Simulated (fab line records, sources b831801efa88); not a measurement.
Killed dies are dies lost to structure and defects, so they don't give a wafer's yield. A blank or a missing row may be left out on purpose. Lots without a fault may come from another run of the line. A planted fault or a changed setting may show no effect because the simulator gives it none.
fab line records | flow sky130
record lots=24 wafers=72 last_day=50
route steps=708 shown DNWELL@43 VT_ADJUST_LVTN@106 LOCAL_INTERCONNECT@387 CONTACT@431 CAPM@551 VIA3@596
lots that met no fault: from a run of the same line without faults
start_h: hours from the record's first day to the start of the lot's first wafer shown | wait_h: hours since the lot's step before | " the same as in the row above | L1.1+2: a row that stands for several wafers | - no value, or no start given | * or withheld: withheld | < > ~ a bound
route shown NAME@n: a module of which the file shows steps, and the number in the route of the first | usual: mean/standard deviation of fault-free wafers | same: alike in all rows | chamber/n: place in a boat | sites: the reading at each site | _std_site: their standard deviation | _edge_site: outer sites' mean less inner sites' | radius_mm: how far each site lies from the wafer's centre | mask NAME#n: copy n | behind: the tool/chamber that last shaped the wafer | hold: why the lot was held/for how many hours/how that ended | device: the transistor (n, p or np) that didn't switch | end of line: the same wafers' tests at the end of the route | a step without rows: its recipe alone | killed: dies lost to structure and defects at the first sort, not the wafer's yield | map: a wafer's dies, x killed, . not, _ none there
set.NAME: the setting as run; set.NAME@STEP: as run at that earlier step | model.NAME: the simulator's own value behind a step, which no gauge read
steps of the route over a sample of lots; a table a step, a row a wafer
services: from which hour (start_h, from the record's first day; less than 0 if before it) a tool's chamber was out of use, for how many hours, and why
## steps
# step SKY_DNWELL_STRIP_08
# recipe chemistry=O2/N2 power_w=1400 pressure_mtorr=1500 platen_temp_c=withheld o2_flow_sccm=3000 n2_flow_sccm=300 overash_fraction=0.5
# usual drypump_motor_current_A=5.11/0.21 oes_product_au=0.722/0.0043 strip_time_to_endpoint_s=36.91/0.074
# columns lot.wafer tool chamber start_h wait_h drypump_motor_current_A oes_product_au rf_hours_counter_h strip_time_to_endpoint_s
L074.2 plasma_asher-04 1 55.48 0.1 4.96 0.720 38 37.10
L074.3 " 0 " " 5.44 0.727 - 37.01
L074.5 " 1 " " 4.97 0.728 - 37.03
L075.1 plasma_asher-03 1 60.57 0.1 5.31 0.722 35 36.87
L075.2 " 0 " " 5.10 0.719 35 36.91
L075.3 " 1 " " 5.33 0.717 - 36.85
L076.2 plasma_asher-03 1 64.57 0.1 5.30 0.724 36 36.78
L076.3 " 0 " " 5.05 0.728 - 36.70
L076.4 " 1 " " 5.29 0.724 - 36.79
L077.1 plasma_asher-03 1 69.91 0.1 5.32 0.717 36 36.89
L077.4 " 0 " " 5.07 0.724 - 36.97
L077.5 " 1 " " 5.30 0.719 - 36.84
L078.1 plasma_asher-04 1 74.78 0.1 4.95 0.723 40 36.84
L078.2 " 0 " " 5.45 0.731 40 36.97
L078.4 " 0 " " 5.45 0.720 - 37.01
L080.2 plasma_asher-03 1 85.58 0.1 5.30 0.728 38 36.90
L080.3 " 1 " " 5.29 0.719 - 36.96
L080.5 " 0 " " 5.08 0.719 - 36.97
L079.1 plasma_asher-02 1 85.67 0.1 5.02 0.717 29 36.96
L079.2 " 0 " " 4.78 0.714 29 36.92
L079.5 " 0 " " 4.77 0.724 - 36.84
L081.3 plasma_asher-04 0 88.70 0.1 5.44 0.726 - 36.93
L081.4 " 1 " " 4.91 0.720 - 36.96
L081.5 " 0 " " 5.47 0.722 - 36.95
L082.3 plasma_asher-03 1 95.80 0.1 5.30 0.717 - 36.97
L082.5 " 0 " " 5.13 0.723 - 37.00
L082.6 " 1 " " 5.31 0.728 - 36.88
L083.1 plasma_asher-03 0 103.46 0.1 5.07 0.718 40 36.88
L083.2 " 1 " " 5.32 0.728 40 36.84
L083.6 " 0 " " 5.12 0.719 - 36.81
L084.1 plasma_asher-03 1 109.51 0.1 5.31 0.717 40 36.97
L084.2 " 0 " " 5.12 0.719 40 37.02
L084.4 " 1 " " 5.33 0.723 - 36.94
L085.1 plasma_asher-03 0 116.98 0.1 5.11 0.724 41 36.89
L085.2 " 1 " " 5.33 0.726 41 36.95
L085.6 " 0 " " 5.08 0.728 - 37.01
L086.3 plasma_asher-03 0 117.14 0.1 5.09 0.722 - 36.83
L086.4 " 1 " " 5.31 0.718 - 36.86
L086.5 " 1 " " 5.32 0.725 - 36.80
L087.1 plasma_asher-02 1 123.38 0.1 5.03 0.724 33 36.87
L087.3 " 0 " " 4.75 0.717 - 36.96
L087.5 " 1 " " 5.02 0.726 - 36.95
L088.1 plasma_asher-02 0 126.81 0.1 4.77 0.726 33 36.93
L088.3 " 0 " " 4.79 0.720 - 36.88
L088.6 " 1 " " 5.03 0.720 - 36.80
L089.1 plasma_asher-03 0 132.23 0.1 5.12 0.724 43 36.96
L089.2 " 1 " " 5.31 0.722 43 36.92
L089.6 " 1 " " 5.31 0.730 - 36.88
L090.4 plasma_asher-03 0 138.81 0.1 5.11 0.726 - 36.96
L090.5 " 0 " " 5.11 0.726 - 36.84
L090.6 " 1 " " 5.29 0.727 - 36.89
L091.2 plasma_asher-03 1 144.18 0.1 5.31 0.718 44 36.75
L091.4 " 0 " " 5.15 0.724 - 36.85
L091.6 " 0 " " 5.10 0.720 - 36.86
L092.2 plasma_asher-02 0 153.21 0.1 4.79 0.718 36 36.95
L092.3 " 1 " " 5.05 0.713 - 36.91
L092.5 " 0 " " 4.78 0.721 - 37.00
L093.4 plasma_asher-04 0 157.39 0.1 5.45 0.728 - 36.92
L093.5 " 0 " " 5.46 0.720 - 36.94
L093.6 " 1 " " 4.94 0.718 - 37.04
L094.2 plasma_asher-02 0 161.12 0.1 4.78 0.721 36 36.83
L094.4 " 0 " " 4.76 0.726 - 36.76
L094.6 " 1 " " 5.02 0.726 - 36.95
L095.1 plasma_asher-02 1 164.06 0.1 5.04 0.719 37 36.97
L095.3 " 0 " " 4.77 0.721 - 37.01
L095.6 " 1 " " 5.02 0.713 - 36.99
L096.1 plasma_asher-04 0 170.36 0.1 5.44 0.721 5 36.93
L096.3 " 0 " " 5.46 0.727 - 36.89
L096.5 " 1 " " 4.98 0.725 - 36.99
L097.1 plasma_asher-02 0 178.52 0.1 4.77 0.719 38 36.95
L097.2 " 1 " " 5.04 0.723 38 36.98
L097.6 " 1 " " 5.03 0.719 - 36.76
# step SKY_VT_ADJUST_LVTN_STRIP_09
# recipe chemistry=O2/N2 power_w=1400 pressure_mtorr=1500 platen_temp_c=withheld o2_flow_sccm=3000 n2_flow_sccm=300 overash_fraction=0.5
# usual drypump_motor_current_A=5.13/0.22 oes_product_au=0.723/0.0043 strip_time_to_endpoint_s=36.88/0.1
# columns lot.wafer tool chamber start_h wait_h drypump_motor_current_A oes_product_au rf_hours_counter_h strip_time_to_endpoint_s
L074.2 plasma_asher-04 0 144.61 0.1 5.48 0.720 3 37.04
L074.3 " 0 " " 5.48 0.726 - 37.04
L074.5 " 1 " " 4.92 0.724 - 37.06
L075.1 plasma_asher-02 0 150.46 0.1 4.78 0.722 35 36.87
L075.2 " 1 " " 5.04 0.724 35 36.98
L075.3 " 1 " " 5.02 0.731 - 37.05
L076.2 plasma_asher-03 0 156.31 0.1 5.07 0.714 45 36.89
L076.3 " 0 " " 5.03 0.733 - 36.82
L076.4 " 1 " " 5.31 0.721 - 36.83
L077.1 plasma_asher-04 1 163.22 0.1 4.91 0.728 4 36.94
L077.4 " 0 " " 5.46 0.726 - 36.86
L077.5 " 0 " " 5.47 0.729 - 36.97
L078.1 plasma_asher-03 0 167.36 0.1 5.07 0.717 46 36.74
L078.2 " 1 " " 5.32 0.722 46 36.85
L078.4 " 0 " " 5.09 0.717 - 36.76
L080.2 plasma_asher-03 1 181.32 0.1 5.30 0.722 47 36.86
L080.3 " 1 " " 5.31 0.725 - 36.74
L080.5 " 0 " " 5.10 0.721 - 36.84
L079.1 plasma_asher-03 1 182.87 0.1 5.31 0.726 47 36.86
L079.2 " 0 " " 5.10 0.731 47 36.77
L079.5 " 1 " " 5.32 0.722 - 36.85
L081.3 plasma_asher-02 0 185.85 0.1 4.75 0.717 - 36.72
L081.4 " 1 " " 5.04 0.720 - 36.68
L081.5 " 0 " " 4.74 0.729 - 36.77
L082.3 plasma_asher-02 0 192.44 0.1 4.80 0.720 - 36.78
L082.5 " 0 " " 4.77 0.725 - 36.76
L082.6 " 1 " " 5.03 0.729 - 36.78
L083.1 plasma_asher-04 1 203.04 0.1 4.95 0.719 8 36.79
L083.2 " 0 " " 5.45 0.726 8 36.81
L083.6 " 0 " " 5.44 0.711 - 36.88
L084.1 plasma_asher-04 0 210.12 0.1 5.45 0.721 9 36.88
L084.2 " 1 " " 4.94 0.721 9 36.90
L084.4 " 1 " " 4.94 0.721 - 36.97
L085.1 plasma_asher-03 1 220.54 0.1 5.32 0.712 51 36.83
L085.2 " 0 " " 5.11 0.723 51 36.91
L085.6 " 1 " " 5.32 0.727 - 36.83
L086.3 plasma_asher-03 0 220.94 0.1 5.09 0.712 - 37.05
L086.4 " 1 " " 5.31 0.729 - 37.10
L086.5 " 0 " " 5.11 0.722 - 37.06
L087.1 plasma_asher-04 1 227.90 0.1 4.94 0.720 10 36.80
L087.3 " 1 " " 4.95 0.715 - 36.88
L087.5 " 0 " " 5.46 0.724 - 36.82
L088.1 plasma_asher-04 0 232.55 0.1 5.44 0.726 11 36.72
L088.3 " 1 " " 4.95 0.725 - 36.69
L088.6 " 0 " " 5.43 0.728 - 36.80
L089.1 plasma_asher-04 0 238.60 0.1 5.44 0.720 11 36.70
L089.2 " 1 " " 4.94 0.726 11 36.81
L089.6 " 0 " " 5.43 0.727 - 36.69
L090.4 plasma_asher-03 1 246.62 0.1 5.34 0.713 - 36.87
L090.5 " 0 " " 5.12 0.716 - 36.97
L090.6 " 1 " " 5.33 0.717 - 36.96
L091.2 plasma_asher-03 0 252.22 0.1 5.10 0.720 55 36.93
L091.4 " 0 " " 5.12 0.724 - 36.66
L091.6 " 0 " " 5.10 0.723 - 36.84
L092.2 plasma_asher-04 1 264.24 0.1 4.93 0.723 13 36.91
L092.3 " 0 " " 5.43 0.716 - 37.10
L092.5 " 1 " " 4.94 0.717 - 36.97
L093.4 plasma_asher-02 1 268.67 0.1 5.01 0.719 - 36.92
L093.5 " 0 " " 4.80 0.725 - 36.91
L093.6 " 1 " " 5.01 0.721 - 36.81
L094.2 plasma_asher-04 0 271.89 0.1 5.47 0.727 14 36.98
L094.4 " 1 " " 4.94 0.727 - 36.97
L094.6 " 1 " " 4.94 0.727 - 36.87
L095.1 plasma_asher-02 0 276.42 0.1 4.76 0.726 48 36.98
L095.3 " 0 " " 4.75 0.719 - 36.90
L095.6 " 0 " " 4.76 0.720 - 36.90
L096.1 plasma_asher-02 1 282.89 0.1 5.04 0.726 48 36.91
L096.3 " 0 " " 4.77 0.719 - 36.85
L096.5 " 1 " " 5.04 0.724 - 36.88
L097.1 plasma_asher-03 1 293.67 0.1 5.31 0.722 58 36.99
L097.2 " 0 " " 5.16 0.726 58 37.02
L097.6 " 0 " " 5.12 0.720 - 36.86
# step SKY_LOCAL_INTERCONNECT_SPUTTER_00
# recipe material=TiN target_thk_nm=100 temp_c=300 power_w=6500 time_s=83.3 chamber_pressure_pa=0.4
# usual chamber_pressure_pa=0.4000/0.00068 throttle_valve_pct=30.6/1.3
# columns lot.wafer tool chamber start_h wait_h chamber_pressure_pa throttle_valve_pct
L074.2 pvd_sputter-01 - 690.62 0.2 0.3988 30.9
L074.3 " - " " 0.4011 31.8
L074.5 " - " " 0.4005 31.1
L075.1 pvd_sputter-02 - 693.66 0.1 0.4010 26.9
L075.2 " - " " 0.4002 29.4
L075.3 " - " " 0.3998 29.5
L076.2 pvd_sputter-02 - 697.75 0.2 0.3994 29.8
L076.3 " - " " 0.4017 26.5
L076.4 " - " " 0.3988 29.5
L077.1 pvd_sputter-04 - 700.56 0.1 0.3994 31.2
L077.4 " - " " 0.4001 31.6
L077.5 " - " " 0.3999 29.4
L078.1 pvd_sputter-02 - 702.85 0.1 0.4006 29.3
L078.2 " - " " 0.4002 29.9
L078.4 " - " " 0.3999 26.8
L080.2 pvd_sputter-04 - 727.03 0.1 0.3991 29.6
L080.3 " - " " 0.3993 31.0
L080.5 " - " " 0.4000 31.3
L079.1 pvd_sputter-02 - 728.16 0.1 0.3996 29.6
L079.2 " - " " 0.3996 27.1
L079.5 " - " " 0.3995 26.8
L081.3 pvd_sputter-04 - 732.68 0.2 0.3995 31.6
L081.4 " - " " 0.3990 29.4
L081.5 " - " " 0.3991 31.6
L082.3 pvd_sputter-01 - 739.54 0.2 0.4010 30.8
L082.5 " - " " 0.3988 31.8
L082.6 " - " " 0.3996 30.5
L083.1 pvd_sputter-04 - 752.00 0.2 0.4001 31.1
L083.2 " - " " 0.3996 29.5
L083.6 " - " " 0.3999 31.2
L084.1 pvd_sputter-01 - 765.10 0.1 0.4004 30.7
L084.2 " - " " 0.4003 31.2
L084.4 " - " " 0.3991 31.2
L085.1 pvd_sputter-01 - 776.29 0.1 0.3999 30.5
L085.2 " - " " 0.4003 31.2
L085.6 " - " " 0.4005 30.8
L086.3 pvd_sputter-04 - 779.94 0.1 0.4005 31.7
L086.4 " - " " 0.4003 31.3
L086.5 " - " " 0.3997 31.5
L087.1 pvd_sputter-01 - 787.25 0.2 0.4007 31.2
L087.3 " - " " 0.3995 31.8
L087.5 " - " " 0.4004 31.7
L088.1 pvd_sputter-01 - 791.09 0.1 0.4005 30.7
L088.3 " - " " 0.3997 30.7
L088.6 " - " " 0.3992 31.9
L089.1 pvd_sputter-01 - 796.30 0.2 0.4000 31.6
L089.2 " - " " 0.4001 30.9
L089.6 " - " " 0.3996 31.1
L090.4 pvd_sputter-02 - 806.32 0.1 0.3993 29.7
L090.5 " - " " 0.3996 26.9
L090.6 " - " " 0.4005 29.6
L091.2 pvd_sputter-04 - 809.95 0.1 0.3996 29.6
L091.4 " - " " 0.4001 31.1
L091.6 " - " " 0.4004 31.4
L092.2 pvd_sputter-04 - 823.94 0.2 0.4009 31.8
L092.3 " - " " 0.3998 29.5
L092.5 " - " " 0.3995 29.4
L093.4 pvd_sputter-01 - 833.73 0.2 0.3997 30.8
L093.5 " - " " 0.3999 31.9
L093.6 " - " " 0.4009 30.9
L094.2 pvd_sputter-02 - 834.93 0.2 0.4004 29.9
L094.4 " - " " 0.4000 29.8
L094.6 " - " " 0.3995 29.9
L095.1 pvd_sputter-04 - 841.27 0.1 0.4012 31.6
L095.3 " - " " 0.3998 29.4
L095.6 " - " " 0.4003 31.7
L096.1 pvd_sputter-01 - 843.92 0.1 0.4002 31.4
L096.3 " - " " 0.3998 31.9
L096.5 " - " " 0.4007 30.7
L097.1 pvd_sputter-01 - 855.70 0.1 0.3996 31.1
L097.2 " - " " 0.3999 30.5
L097.6 " - " " 0.3998 31.3
# step SKY_CONTACT_RS_MEAS_25
# recipe thk_meas_gauge=four-point-probe reads=W_of_CONTACT_CVD_24+TiN_of_CONTACT_SPUTTER_23
# usual CONTACT_W_RS=0.338/0.0046
# columns lot.wafer tool chamber start_h wait_h CONTACT_W_RS[ohm/sq]
L074.2 film_metro-02 - 748.10 0.1 0.344
L074.3 " - " " 0.341
L074.5 " - " " 0.341
L075.1 film_metro-02 - 751.42 0.1 0.329
L075.2 " - " " 0.337
L075.3 " - " " 0.329
L076.2 film_metro-01 - 755.68 0.1 0.333
L076.3 " - " " 0.336
L076.4 " - " " 0.334
L077.1 film_metro-03 - 758.68 0.1 0.335
L077.4 " - " " 0.337
L077.5 " - " " 0.336
L078.1 film_metro-02 - 760.22 0.1 0.331
L078.2 " - " " 0.331
L078.4 " - " " 0.330
L080.2 film_metro-01 - 783.86 0.1 0.347
L080.3 " - " " 0.342
L080.5 " - " " 0.345
L079.1 film_metro-01 - 785.72 0.1 0.339
L079.2 " - " " 0.344
L079.5 " - " " 0.345
L081.3 film_metro-03 - 789.84 0.1 0.339
L081.4 " - " " 0.346
L081.5 " - " " 0.342
L082.3 film_metro-01 - 796.93 0.1 0.341
L082.5 " - " " 0.338
L082.6 " - " " 0.340
L083.1 film_metro-02 - 808.42 0.1 0.334
L083.2 " - " " 0.334
L083.6 " - " " 0.333
L084.1 film_metro-03 - 820.66 0.1 0.337
L084.2 " - " " 0.333
L084.4 " - " " 0.337
L085.1 film_metro-01 - 831.07 0.1 0.345
L085.2 " - " " 0.342
L085.6 " - " " 0.342
L086.3 film_metro-02 - 836.36 0.1 0.335
L086.4 " - " " 0.329
L086.5 " - " " 0.333
L087.1 film_metro-01 - 842.32 0.1 0.339
L087.3 " - " " 0.340
L087.5 " - " " 0.341
L088.1 film_metro-03 - 845.20 0.1 0.341
L088.3 " - " " 0.347
L088.6 " - " " 0.340
L089.1 film_metro-02 - 850.52 0.1 0.334
L089.2 " - " " 0.337
L089.6 " - " " 0.335
L090.4 film_metro-03 - 861.96 0.1 0.345
L090.5 " - " " 0.344
L090.6 " - " " 0.338
L091.2 film_metro-01 - 864.70 0.1 0.344
L091.4 " - " " 0.341
L091.6 " - " " 0.345
L092.2 film_metro-02 - 879.02 0.1 0.340
L092.3 " - " " 0.340
L092.5 " - " " 0.340
L093.4 film_metro-01 - 888.41 0.1 0.339
L093.5 " - " " 0.335
L093.6 " - " " 0.338
L094.2 film_metro-02 - 889.09 0.1 0.335
L094.4 " - " " 0.337
L094.6 " - " " 0.335
L095.1 film_metro-02 - 896.14 0.1 0.338
L095.3 " - " " 0.340
L095.6 " - " " 0.341
L096.1 film_metro-02 - 898.46 0.1 0.343
L096.3 " - " " 0.341
L096.5 " - " " 0.341
L097.1 film_metro-03 - 909.27 0.1 0.330
L097.2 " - " " 0.339
L097.6 " - " " 0.338
# step SKY_CAPM_STRIP_14
# recipe chemistry=O2/N2 power_w=1400 pressure_mtorr=1500 platen_temp_c=withheld o2_flow_sccm=3000 n2_flow_sccm=300 overash_fraction=0.5
# usual drypump_motor_current_A=5.10/0.21 oes_product_au=0.711/0.0046 strip_time_to_endpoint_s=12.64/0.042
# columns lot.wafer tool chamber start_h wait_h drypump_motor_current_A oes_product_au rf_hours_counter_h strip_time_to_endpoint_s
L074.2 plasma_asher-02 1 887.68 0.1 5.03 0.718 109 12.56
L074.3 " 1 " " 5.03 0.716 - 12.59
L074.5 " 1 " " 5.03 0.722 - 12.63
L075.1 plasma_asher-03 1 891.13 0.1 5.31 0.710 44 12.68
L075.2 " 0 " " 5.12 0.711 44 12.66
L075.3 " 1 " " 5.30 0.713 - 12.71
L076.2 plasma_asher-03 0 892.98 0.1 5.13 0.716 44 12.62
L076.3 " 0 " " 5.08 0.706 - 12.64
L076.4 " 1 " " 5.31 0.700 - 12.63
L077.1 plasma_asher-04 1 895.18 0.1 4.94 0.714 77 12.68
L077.4 " 1 " " 4.95 0.715 - 12.73
L077.5 " 1 " " 4.95 0.710 - 12.70
L078.1 plasma_asher-04 0 897.78 0.1 5.44 0.725 77 12.62
L078.2 " 1 " " 4.96 0.712 77 12.61
L078.4 " 1 " " 4.93 0.715 - 12.60
L080.2 plasma_asher-03 1 918.52 0.1 5.34 0.705 47 12.67
L080.3 " 1 " " 5.33 0.711 - 12.65
L080.5 " 0 " " 5.18 0.716 - 12.64
L079.1 plasma_asher-02 0 921.58 0.1 4.75 0.716 112 12.63
L079.2 " 1 " " 5.04 0.713 112 12.69
L079.5 " 0 " " 4.78 0.704 - 12.68
L081.3 plasma_asher-02 0 926.26 0.1 4.76 0.719 - 12.64
L081.4 " 1 " " 5.02 0.706 - 12.60
L081.5 " 0 " " 4.77 0.713 - 12.66
L082.3 plasma_asher-03 0 933.07 0.1 5.07 0.712 - 12.71
L082.5 " 0 " " 5.12 0.712 - 12.65
L082.6 " 1 " " 5.32 0.712 - 12.68
L083.1 plasma_asher-03 1 943.52 0.1 5.33 0.711 50 12.64
L083.2 " 0 " " 5.13 0.710 50 12.60
L083.6 " 1 " " 5.32 0.708 - 12.57
L084.1 plasma_asher-03 0 952.88 0.1 5.09 0.702 51 12.66
L084.2 " 1 " " 5.32 0.710 51 12.65
L084.4 " 1 " " 5.30 0.714 - 12.64
L085.1 plasma_asher-04 0 964.18 0.1 5.43 0.715 84 12.58
L085.2 " 1 " " 4.93 0.713 84 12.56
L085.6 " 0 " " 5.41 0.716 - 12.61
L086.3 plasma_asher-03 0 969.45 0.1 5.12 0.709 - 12.65
L086.4 " 1 " " 5.29 0.713 - 12.62
L086.5 " 0 " " 5.11 0.715 - 12.65
L087.1 plasma_asher-04 1 974.13 0.1 4.92 0.711 85 12.69
L087.3 " 1 " " 4.92 0.700 - 12.72
L087.5 " 1 " " 4.94 0.706 - 12.69
L088.1 plasma_asher-03 1 976.78 0.1 5.31 0.702 53 12.67
L088.3 " 0 " " 5.05 0.711 - 12.66
L088.6 " 0 " " 5.10 0.710 - 12.74
L089.1 plasma_asher-02 0 980.88 0.1 4.78 0.706 118 12.64
L089.2 " 1 " " 5.03 0.712 118 12.66
L089.6 " 0 " " 4.79 0.708 - 12.61
L090.4 plasma_asher-02 1 991.61 0.1 5.05 0.706 - 12.61
L090.5 " 0 " " 4.76 0.713 - 12.63
L090.6 " 1 " " 5.05 0.704 - 12.61
L091.2 plasma_asher-03 0 995.48 0.1 5.08 0.709 55 12.70
L091.4 " 0 " " 5.13 0.706 - 12.67
L091.6 " 1 " " 5.33 0.713 - 12.68
L092.2 plasma_asher-02 1 1006.97 0.1 5.02 0.710 120 12.65
L092.3 " 0 " " 4.75 0.711 - 12.67
L092.5 " 0 " " 4.75 0.709 - 12.68
L093.4 plasma_asher-02 0 1015.57 0.1 4.77 0.708 - 12.56
L093.5 " 1 " " 5.04 0.713 - 12.60
L093.6 " 0 " " 4.74 0.709 - 12.59
L094.2 plasma_asher-04 0 1016.62 0.1 5.45 0.717 90 12.67
L094.4 " 1 " " 4.93 0.718 - 12.65
L094.6 " 1 " " 4.93 0.711 - 12.67
L095.1 plasma_asher-02 0 1023.67 0.1 4.79 0.714 122 12.64
L095.3 " 0 " " 4.75 0.709 - 12.66
L095.6 " 0 " " 4.78 0.709 - 12.67
L096.1 plasma_asher-03 0 1024.68 0.1 5.11 0.718 58 12.69
L096.3 " 0 " " 5.09 0.713 - 12.71
L096.5 " 0 " " 5.11 0.709 - 12.71
L097.1 plasma_asher-03 1 1035.43 0.1 5.30 0.713 59 12.59
L097.2 " 0 " " 5.08 0.704 59 12.64
L097.6 " 0 " " 5.11 0.715 - 12.59
# step SKY_VIA3_THK_MEAS_23
# recipe thk_meas_gauge=xrf reads=W_of_VIA3_CVD_21
# usual VIA3_W_THK=392/4.9
# columns lot.wafer tool chamber start_h wait_h VIA3_W_THK[nm]
L074.2 film_metro-01 - 940.24 0.1 381
L074.3 " - " " 383
L074.5 " - " " 386
L075.1 film_metro-03 - 944.67 0.1 390
L075.2 " - " " 383
L075.3 " - " " 392
L076.2 film_metro-04 - 946.29 0.1 394
L076.3 " - " " 393
L076.4 " - " " 387
L077.1 film_metro-01 - 948.72 0.1 388
L077.4 " - " " 387
L077.5 " - " " 396
L078.1 film_metro-03 - 950.43 0.1 395
L078.2 " - " " 395
L078.4 " - " " 393
L080.2 film_metro-04 - 970.79 0.1 400
L080.3 " - " " 396
L080.5 " - " " 401
L079.1 film_metro-03 - 972.84 0.1 389
L079.2 " - " " 395
L079.5 " - " " 391
L081.3 film_metro-04 - 977.84 0.1 398
L081.4 " - " " 391
L081.5 " - " " 400
L082.3 film_metro-04 - 985.14 0.1 389
L082.5 " - " " 388
L082.6 " - " " 391
L083.1 film_metro-04 - 994.58 0.1 385
L083.2 " - " " 391
L083.6 " - " " 380
L084.1 film_metro-04 - 1003.50 0.1 388
L084.2 " - " " 385
L084.4 " - " " 391
L085.1 film_metro-03 - 1014.71 0.1 394
L085.2 " - " " 388
L085.6 " - " " 389
L086.3 film_metro-03 - 1018.76 0.1 390
L086.4 " - " " 389
L086.5 " - " " 389
L087.1 film_metro-03 - 1024.79 0.1 396
L087.3 " - " " 393
L087.5 " - " " 394
L088.1 film_metro-04 - 1026.63 0.1 393
L088.3 " - " " 396
L088.6 " - " " 390
L089.1 film_metro-03 - 1030.88 0.1 393
L089.2 " - " " 397
L089.6 " - " " 392
L090.4 film_metro-03 - 1040.90 0.1 392
L090.5 " - " " 387
L090.6 " - " " 386
L091.2 film_metro-03 - 1044.43 0.1 400
L091.4 " - " " 401
L091.6 " - " " 400
L092.2 film_metro-03 - 1054.87 0.1 395
L092.3 " - " " 401
L092.5 " - " " 402
L093.4 film_metro-04 - 1063.50 0.1 389
L093.5 " - " " 388
L093.6 " - " " 396
L094.2 film_metro-01 - 1065.08 0.1 389
L094.4 " - " " 392
L094.6 " - " " 397
L095.1 film_metro-03 - 1070.84 0.1 396
L095.3 " - " " 392
L095.6 " - " " 395
L096.1 film_metro-04 - 1073.03 0.1 389
L096.3 " - " " 398
L096.5 " - " " 392
L097.1 film_metro-04 - 1082.73 0.1 387
L097.2 " - " " 387
L097.6 " - " " 384
## services
# columns tool chamber start_h hours kind
plasma_asher-04 - 108.75 9.0 pm
plasma_asher-03 - 161.87 0.6 repair
plasma_asher-02 - 164.24 0.3 repair
plasma_asher-04 - 218.97 2.8 pm
plasma_asher-02 - 320.15 2.8 pm
plasma_asher-02 - 334.47 5.1 repair
pvd_sputter-01 - 341.63 11.5 repair
pvd_sputter-01 - 372.14 5.9 repair
plasma_asher-03 - 402.19 4.3 repair
plasma_asher-03 - 421.25 9.0 pm
plasma_asher-03 - 428.03 2.7 repair
pvd_sputter-01 - 468.99 6.0 repair
plasma_asher-03 - 505.81 23.8 repair
plasma_asher-02 - 638.98 1.7 repair
plasma_asher-02 - 642.88 3.0 repair
plasma_asher-03 - 665.71 0.6 repair
plasma_asher-03 - 666.26 2.8 pm
plasma_asher-03 - 670.87 1.4 repair
plasma_asher-04 - 761.79 11.5 repair
plasma_asher-03 - 908.74 1.4 repair
plasma_asher-02 - 910.57 7.0 repair
plasma_asher-02 - 939.75 2.7 repair
plasma_asher-02 - 994.81 2.2 repair
plasma_asher-02 - 1012.49 1.0 repair
## key
fault none
